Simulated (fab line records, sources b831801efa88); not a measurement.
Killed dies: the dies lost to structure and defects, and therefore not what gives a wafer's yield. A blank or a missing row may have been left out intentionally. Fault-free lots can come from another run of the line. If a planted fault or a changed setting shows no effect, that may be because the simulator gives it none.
A lot that was struck, set against a sound lot :: flow sky130 :: 31 out of 708 route steps
Sound: wafers L745.4, L745.5, L745.6. Wafers struck: L755.3, L755.4, L755.6. Last of all comes the cause.
At each step with rows: each side's tool, then ch and its chambers, then its first start. Under that, the readings that differ: sound wafers :: struck wafers :: difference of the means :: sigmas: that difference in standard deviations of wafers without a fault.
alike: readings with means less than 2 such deviations apart, plus words and numbers identical on both sides. not compared: withheld readings, readings lacking a value on some wafer, bounds such as >300 that could conceal the same value, and numbers that have no deviation in the record and whose values overlap.
Wherever a step has rows on one side only, a row that says differs or no value, or a row with sigmas, the two part there. Non-overlapping numbers with no deviation appear without sigmas and do not part them. A reading that every wafer of one side lacks parts them only if that side has two wafers or more.

SKY_PWDE_OVL_MEAS_07:
  sound on overlay-01 at day 5 11:56; struck on overlay-01 at day 7 18:32
  alike: PWDE_OVL
following that, these wafers have no rows for 1 step: SKY_PWDE_IMPLANT_08.
SKY_PWDE_STRIP_09: strips in O2/N2.
  sound on plasma-asher-04 ch 0,1, day 5 12:08; struck on plasma-asher-02 ch 0,1, day 7 18:44
  alike: chamber-pressure-mTorr, drypump-motor-current-A, o2-flow-sccm, oes-product-au, strip-time-to-endpoint-s
  not compared: rf-hours-counter-h
SKY_PWDE_TW_MEAS_10:
  sound on film-metro-01 at day 5 12:14; struck on film-metro-01 at day 7 18:49
  alike: PWDE_TW
then, 7 steps without rows for these wafers: SKY_NWELL_DEHYDRATE_03 (time 60 s); SKY_NWELL_HMDS_04 (prime time 60 s); SKY_NWELL_COAT_05 (resist thk 3000 nm); SKY_NWELL_SOFTBAKE_06; SKY_NWELL_EXPOSE_07 (exposes mask NWM, target cd 840 nm); SKY_NWELL_PEB_08; SKY_NWELL_DEVELOP_09 (develop time 60 s).
SKY_NWELL_OVL_MEAS_10:
  sound on overlay-02 at day 6 06:44; struck on overlay-02 at day 8 14:56
  alike: NWELL_00_OVL
SKY_NWELL_IMPLANT_11:
  sound on implanter-01 ch 0, day 6 06:50; struck on implanter-01 ch 0, day 8 15:01
reading: beam-on-s (s)
sound: 9.97 9.93 9.95
struck: 7.50 7.57 7.76
difference: -2.34
sigmas: -12

reading: faraday-current-uA
sound: 106.8 108.0 107.8
struck: 143.3 142.5 138.4
difference: +33.9
sigmas: +17
then, 2 steps without rows for these wafers: SKY_NWELL_IMPLANT_12; SKY_NWELL_IMPLANT_13.
SKY_NWELL_STRIP_14: strips in O2/N2.
  sound on plasma-asher-03 ch 0,1, day 6 07:14; struck on plasma-asher-04 ch 0,1, day 8 15:26
reading: strip-time-to-endpoint-s (s)
sound: 36.93 36.89 36.88
struck: 36.62 36.70 36.70
difference: -0.23
sigmas: -2
  alike: chamber-pressure-mTorr, drypump-motor-current-A, o2-flow-sccm, oes-product-au
  not compared: rf-hours-counter-h
SKY_NWELL_TW_MEAS_15:
  sound on film-metro-01 at day 6 07:20; struck on film-metro-01 at day 8 15:45
reading: NWELL_TW
sound: 1829 1832 1835
struck: 1692 1689 1680
difference: -145
sigmas: -18
  not compared: hold
then, 6 steps without rows for these wafers: SKY_NWELL_HMDS_17 (prime time 60 s); SKY_NWELL_COAT_18 (resist thk 3000 nm); SKY_NWELL_SOFTBAKE_19; SKY_NWELL_EXPOSE_20 (exposes mask NWM COMPLEMENT, target cd 840 nm); SKY_NWELL_PEB_21; SKY_NWELL_DEVELOP_22 (develop time 57.51 s).
SKY_NWELL_OVL_MEAS_23:
  sound on overlay-01 at day 7 01:47; struck on overlay-02 at day 9 11:53
  alike: NWELL_01_OVL
following that, these wafers have no rows for 1 step: SKY_NWELL_IMPLANT_24.
SKY_NWELL_STRIP_25: strips in O2/N2.
  sound on plasma-asher-03 ch 0,1, day 7 01:59; struck on plasma-asher-01 ch 0,1, day 9 12:05
reading: drypump-motor-current-A (A)
sound: 6.2 6.2 6.2
struck: 4.9 5.8 4.9
difference: -1.0
sigmas: -2
  alike: chamber-pressure-mTorr, o2-flow-sccm, oes-product-au, strip-time-to-endpoint-s
  not compared: rf-hours-counter-h
SKY_NWELL_TW_MEAS_26:
  sound on film-metro-04 at day 7 02:05; struck on film-metro-01 at day 9 12:11
  alike: NWELL_2_TW
then, 1 step without rows for these wafers: SKY_NWELL_CLEAN_27 (cleans in SC1/SC2, time 150 s).
SKY_NWELL_RTA_28: time 30 s.
  sound on rtp-anneal-02 ch 0, day 7 02:13; struck on rtp-anneal-01 ch 0, day 9 12:18
  alike: lamp-power-pct, ramp-up-c-per-s, wafer_temp_C_max
SKY_NWELL_RS_MEAS_29: the measuring method here is four-point-probe.
  sound on film-metro-01 at day 7 02:19; struck on film-metro-04 at day 9 12:46
reading: NWELL_RS (ohm/sq)
sound: 628.2 624.7 625.0
struck: 717.6 717.8 718.7
difference: +92.1
sigmas: +58
  not compared: hold
following that, these wafers have no rows for 1 step: SKY_PAD_OPEN_PROBE_99.

## WHERE THEY PART
First at SKY_NWELL_IMPLANT_11; last, within this record, at SKY_NWELL_RS_MEAS_29.

WHY: the cause the simulator had injected
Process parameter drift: implanter-01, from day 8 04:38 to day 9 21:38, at SKY_NWELL_IMPLANT_11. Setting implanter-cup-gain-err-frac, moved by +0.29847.
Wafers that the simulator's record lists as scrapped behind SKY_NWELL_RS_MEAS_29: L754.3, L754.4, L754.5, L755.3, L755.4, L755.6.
